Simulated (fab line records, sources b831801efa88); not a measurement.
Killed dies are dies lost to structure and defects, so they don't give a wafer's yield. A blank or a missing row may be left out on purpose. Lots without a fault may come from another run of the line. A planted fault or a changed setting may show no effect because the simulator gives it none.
Which tool did it? | flow sky130 | 11 lots, 33 wafers sampled, at 6 steps of a route of 708

WHAT THE GAUGES READ, wafer by wafer
The record holds no reading of a measuring or inspecting step that can be judged against a usual standard deviation.

WHICH TOOL RAN EACH LOT (tool, then ch and the chambers of the sampled wafers, then the start)
lot  | SKY_METAL1_ETCH_18                | SKY_VIA1_CMP_02               | SKY_VIA1_ETCH_15                   | SKY_VIA1_STRIP_16                    | SKY_VIA1_CVD_21               | SKY_PAD_OPEN_PROBE_99
L561 | rie_metal-01 ch 0,1, day 32 21:01 | cmp-02 ch 0,2, day 32 21:59   | rie_diel-01 ch 1,3, day 34 01:35   | plasma_asher-01 ch 0,1, day 34 01:38 | cvd_w-02 ch 1, day 34 02:20   | prober-02, day 45 22:02
L562 | rie_metal-04 ch 0,1, day 33 08:02 | cmp-02 ch 0,2,3, day 33 09:04 | rie_diel-02 ch 0,1,2, day 34 11:50 | plasma_asher-01 ch 0,1, day 34 11:53 | cvd_w-01 ch 0,1, day 34 12:32 | prober-01, day 46 04:48
L563 | rie_metal-04 ch 0,1, day 33 15:49 | cmp-01 ch 0,1,3, day 33 16:53 | rie_diel-02 ch 0,2,3, day 34 19:05 | plasma_asher-03 ch 0,1, day 34 19:08 | cvd_w-01 ch 0,1, day 34 19:47 | prober-02, day 46 11:40
L570 | rie_metal-03 ch 0, day 36 03:04   | cmp-02 ch 1,2, day 36 04:04   | rie_diel-02 ch 0,3, day 37 06:14   | plasma_asher-03 ch 0,1, day 37 06:17 | cvd_w-01 ch 0,1, day 37 06:56 | prober-01, day 48 07:49
L571 | rie_metal-03 ch 0,1, day 36 12:43 | cmp-01 ch 0,1,3, day 36 13:38 | rie_diel-02 ch 1,3, day 37 15:14   | plasma_asher-02 ch 0,1, day 37 15:17 | cvd_w-02 ch 0,1, day 37 15:56 | prober-02, day 48 13:58
L574 | rie_metal-01 ch 0,1, day 37 06:55 | cmp-01 ch 0,1, day 37 07:53   | rie_diel-04 ch 2,3, day 38 09:02   | plasma_asher-02 ch 0,1, day 38 09:05 | cvd_w-02 ch 0,1, day 38 09:44 | prober-01, day 49 04:45
L575 | rie_metal-04 ch 0,1, day 37 07:55 | cmp-02 ch 0,1,2, day 37 08:52 | rie_diel-01 ch 0,2,3, day 38 11:02 | plasma_asher-01 ch 0,1, day 38 11:05 | cvd_w-02 ch 0,1, day 38 11:44 | prober-02, day 49 06:27
L577 | rie_metal-01 ch 0,1, day 38 04:22 | cmp-01 ch 0,3, day 38 05:20   | rie_diel-01 ch 1,3, day 39 06:29   | plasma_asher-03 ch 0,1, day 39 06:32 | cvd_w-01 ch 0,1, day 39 07:13 | prober-02, day 49 17:30
L578 | rie_metal-03 ch 0, day 38 16:26   | cmp-01 ch 0,1,3, day 38 17:37 | rie_diel-04 ch 1,2, day 39 19:27   | plasma_asher-02 ch 0,1, day 39 19:30 | cvd_w-02 ch 0,1, day 39 20:09 | prober-01, day 50 05:21
L582 | rie_metal-04 ch 0,1, day 39 11:14 | cmp-02 ch 0,1,3, day 39 12:27 | rie_diel-04 ch 1,2,3, day 40 13:05 | plasma_asher-01 ch 0,1, day 40 13:08 | cvd_w-02 ch 0,1, day 40 13:50 | prober-01, day 50 17:46
L584 | rie_metal-01 ch 0,1, day 40 05:47 | cmp-01 ch 0,2,3, day 40 07:01 | rie_diel-02 ch 0,2,3, day 41 08:02 | plasma_asher-02 ch 0,1, day 41 08:05 | cvd_w-01 ch 0,1, day 41 08:47 | prober-01, day 51 03:52
- SKY_METAL1_ETCH_18: etches BARC in N2/H2, stops on SiO2, time 45.9 s, target depth 60 nm.
- SKY_VIA1_CMP_02: polishes SiO2.
- SKY_VIA1_ETCH_15: etches SiO2 in C4F8/O2/Ar, stops on TiN, target depth 351 nm, time 54 s.
- SKY_VIA1_STRIP_16: strips in O2/N2.
- SKY_VIA1_CVD_21: deposits W, target thk 270 nm, time 80.902 s.
- SKY_PAD_OPEN_PROBE_99

WHAT THE TOOLS THEMSELVES READ (means of the sampled wafers that have a number; where no wafer has one, the mark that the record gives instead)
SKY_METAL1_ETCH_18. Usual: drypump_motor_current_A 5.7 A, standard deviation 0.44; h2_flow_sccm 200.1 sccm, standard deviation 0.56; oes_product_au 0.855 a.u., standard deviation 0.0049; throttle_valve_pct 13.224 %, standard deviation 0.0097.
lot  | tool         | drypump_motor_current_A (A) | h2_flow_sccm (sccm) | oes_product_au (a.u.) | throttle_valve_pct (%) | flag
L561 | rie_metal-01 | 5.5                         | 200.1               | 0.856                 | 13.216                 |
L562 | rie_metal-04 | 5.7                         | 199.8               | 0.854                 | 13.226                 |
L563 | rie_metal-04 | 5.9                         | 199.6               | 0.861                 | 13.228                 |
L570 | rie_metal-03 | 5.9                         | 200.2               | 0.856                 | 13.220                 |
L571 | rie_metal-03 | 5.9                         | 200.5               | 0.857                 | 13.222                 |
L574 | rie_metal-01 | 5.5                         | 199.6               | 0.854                 | 13.230                 |
L575 | rie_metal-04 | 5.7                         | 200.9               | 0.855                 | 13.220                 |
L577 | rie_metal-01 | 5.5                         | 200.5               | 0.855                 | 13.230                 |
L578 | rie_metal-03 | 6.0                         | 200.3               | 0.857                 | 13.215                 |
L582 | rie_metal-04 | 5.9                         | 200.6               | 0.852                 | 13.221                 |
L584 | rie_metal-01 | 5.1                         | 199.8               | 0.850                 | 13.216                 |

SKY_VIA1_CMP_02. Usual: motor_current_A 12.6 A, standard deviation 1.2.
lot  | tool   | motor_current_A (A) | flag
L561 | cmp-02 | 11.8                |
L562 | cmp-02 | 12.3                |
L563 | cmp-01 | 12.4                |
L570 | cmp-02 | 13.0                |
L571 | cmp-01 | 12.1                |
L574 | cmp-01 | 11.5                |
L575 | cmp-02 | 12.2                |
L577 | cmp-01 | 12.1                |
L578 | cmp-01 | 12.3                |
L582 | cmp-02 | 12.0                |
L584 | cmp-01 | 13.5                |

SKY_VIA1_ETCH_15. Usual: oes_product_au 0.981 a.u., standard deviation 0.0057.
lot  | tool        | oes_product_au (a.u.) | flag
L561 | rie_diel-01 | 0.984                 |
L562 | rie_diel-02 | 0.979                 |
L563 | rie_diel-02 | 0.984                 |
L570 | rie_diel-02 | 0.988                 |
L571 | rie_diel-02 | 0.988                 |
L574 | rie_diel-04 | 0.984                 |
L575 | rie_diel-01 | 0.985                 |
L577 | rie_diel-01 | 0.980                 |
L578 | rie_diel-04 | 0.982                 |
L582 | rie_diel-04 | 0.979                 |
L584 | rie_diel-02 | 0.976                 |

SKY_VIA1_STRIP_16. Usual: drypump_motor_current_A 5.9 A, standard deviation 0.38; oes_product_au 0.416 a.u., standard deviation 0.0045; strip_time_to_endpoint_s 4.453 s, standard deviation 0.023.
lot  | tool            | drypump_motor_current_A (A) | oes_product_au (a.u.) | strip_time_to_endpoint_s (s) | flag
L561 | plasma_asher-01 | 5.8                         | 0.413                 | 4.441                        |
L562 | plasma_asher-01 | 5.7                         | 0.418                 | 4.445                        |
L563 | plasma_asher-03 | 5.5                         | 0.416                 | 4.481                        |
L570 | plasma_asher-03 | 5.6                         | 0.403                 | 4.153                        | OFF
L571 | plasma_asher-02 | 6.3                         | 0.401                 | 4.148                        | OFF
L574 | plasma_asher-02 | 6.3                         | 0.411                 | 4.430                        |
L575 | plasma_asher-01 | 5.8                         | 0.413                 | 4.425                        |
L577 | plasma_asher-03 | 5.6                         | 0.414                 | 4.437                        |
L578 | plasma_asher-02 | 6.4                         | 0.420                 | 4.459                        |
L582 | plasma_asher-01 | 5.8                         | 0.412                 | 4.455                        |
L584 | plasma_asher-02 | 6.4                         | 0.414                 | 4.451                        |

SKY_VIA1_CVD_21. Usual: heater_power_outer_w 548 W, standard deviation 27; heater_power_w 866 W, standard deviation 60.
lot  | tool     | heater_power_outer_w (W) | heater_power_w (W) | flag
L561 | cvd_w-02 | 555                      | 893                |
L562 | cvd_w-01 | 588                      | 921                |
L563 | cvd_w-01 | 562                      | 887                |
L570 | cvd_w-01 | 574                      | 883                |
L571 | cvd_w-02 | 543                      | 879                |
L574 | cvd_w-02 | 539                      | 869                |
L575 | cvd_w-02 | 540                      | 865                |
L577 | cvd_w-01 | 561                      | 907                |
L578 | cvd_w-02 | 544                      | 876                |
L582 | cvd_w-02 | 529                      | 832                |
L584 | cvd_w-01 | 560                      | 873                |

SKY_PAD_OPEN_PROBE_99. Usual: defect_limited_yield 82.9 %, standard deviation 2; killed_at_M0_to_M3 42, standard deviation 7.6; killed_at_M4_up 2.9, standard deviation 1.7; killed_at_contacts 24, standard deviation 5.1; killed_at_front_end 15, standard deviation 4; killed_at_other 0.2, standard deviation 0.38; killed_dies 84, standard deviation 9.9; killed_open 46, standard deviation 7.2; killed_short 38, standard deviation 6.6; sort_bin_3_pad_short 0.9 %, standard deviation 0.38; sort_bin_5_function 10.2 %, standard deviation 1.5; sort_bin_6_memory 6.0 %, standard deviation 1; sort_n_pass 408, standard deviation 9.9; sort_yield_pct 82.9 %, standard deviation 2.
lot  | tool      | defect_limited_yield (%) | killed_at_M0_to_M3 | killed_at_M4_up | killed_at_contacts | killed_at_front_end | killed_at_other | killed_dies | killed_open | killed_short | sort_bin_3_pad_short (%) | sort_bin_5_function (%) | sort_bin_6_memory (%) | sort_n_pass | sort_yield_pct (%) | flag
L561 | prober-02 | 81.2                     | 51                 | 2.7             | 23                 | 16                  | 0.0             | 92          | 49          | 43           | 1.1                      | 10.9                    | 6.7                   | 400         | 81.2               |
L562 | prober-01 | 83.2                     | 40                 | 2.7             | 23                 | 16                  | 0.0             | 82          | 42          | 40           | 0.8                      | 10.8                    | 5.2                   | 410         | 83.2               |
L563 | prober-02 | 82.2                     | 43                 | 2.7             | 24                 | 18                  | 0.0             | 88          | 45          | 43           | 0.7                      | 10.6                    | 6.6                   | 404         | 82.2               |
L570 | prober-01 | 83.3                     | 47                 | 1.3             | 23                 | 11                  | 0.0             | 82          | 44          | 38           | 1.0                      | 9.5                     | 6.2                   | 410         | 83.3               |
L571 | prober-02 | 82.6                     | 43                 | 2.7             | 28                 | 12                  | 0.0             | 86          | 53          | 33           | 1.0                      | 10.2                    | 6.2                   | 406         | 82.6               |
L574 | prober-01 | 83.3                     | 37                 | 2.7             | 27                 | 15                  | 0.3             | 82          | 44          | 38           | 0.7                      | 11.3                    | 4.7                   | 410         | 83.3               |
L575 | prober-02 | 84.8                     | 35                 | 2.7             | 27                 | 10                  | 0.3             | 75          | 41          | 34           | 0.6                      | 9.5                     | 5.2                   | 417         | 84.8               |
L577 | prober-02 | 82.8                     | 42                 | 5.0             | 25                 | 12                  | 0.3             | 84          | 45          | 39           | 1.0                      | 9.8                     | 6.4                   | 408         | 82.8               |
L578 | prober-01 | 83.1                     | 40                 | 2.0             | 27                 | 14                  | 0.0             | 83          | 43          | 40           | 0.9                      | 9.8                     | 6.1                   | 409         | 83.1               |
L582 | prober-01 | 83.9                     | 41                 | 2.3             | 22                 | 13                  | 0.7             | 79          | 40          | 40           | 0.9                      | 9.2                     | 6.0                   | 413         | 83.9               |
L584 | prober-01 | 82.6                     | 43                 | 2.7             | 29                 | 11                  | 0.3             | 86          | 54          | 32           | 0.9                      | 9.6                     | 6.9                   | 406         | 82.6               |

THE ANSWER, worked out from the rows above alone
Rule: a lot is off if the mean of its wafers that have a number lies more than 3 standard deviations from the usual mean. A lot without any number at a reading at which 4 lots or more have one is off too. The other lots that the step has rows for count as sound. The gauges are gone through in route order, then the tools' own readings, and for those a lot's mean is taken as printed above. The first step at which some lot is off is used, and at that step the reading that is off furthest; a lot without a number counts as furthest.
Off: L570, L571, at SKY_VIA1_STRIP_16 (strip_time_to_endpoint_s).
A tool fits if, at that step or a process step before it, it ran every lot that is off, and no sound lot after the first of them. None of those tried fits.

WHAT THE SIMULATOR HAD PUT IN
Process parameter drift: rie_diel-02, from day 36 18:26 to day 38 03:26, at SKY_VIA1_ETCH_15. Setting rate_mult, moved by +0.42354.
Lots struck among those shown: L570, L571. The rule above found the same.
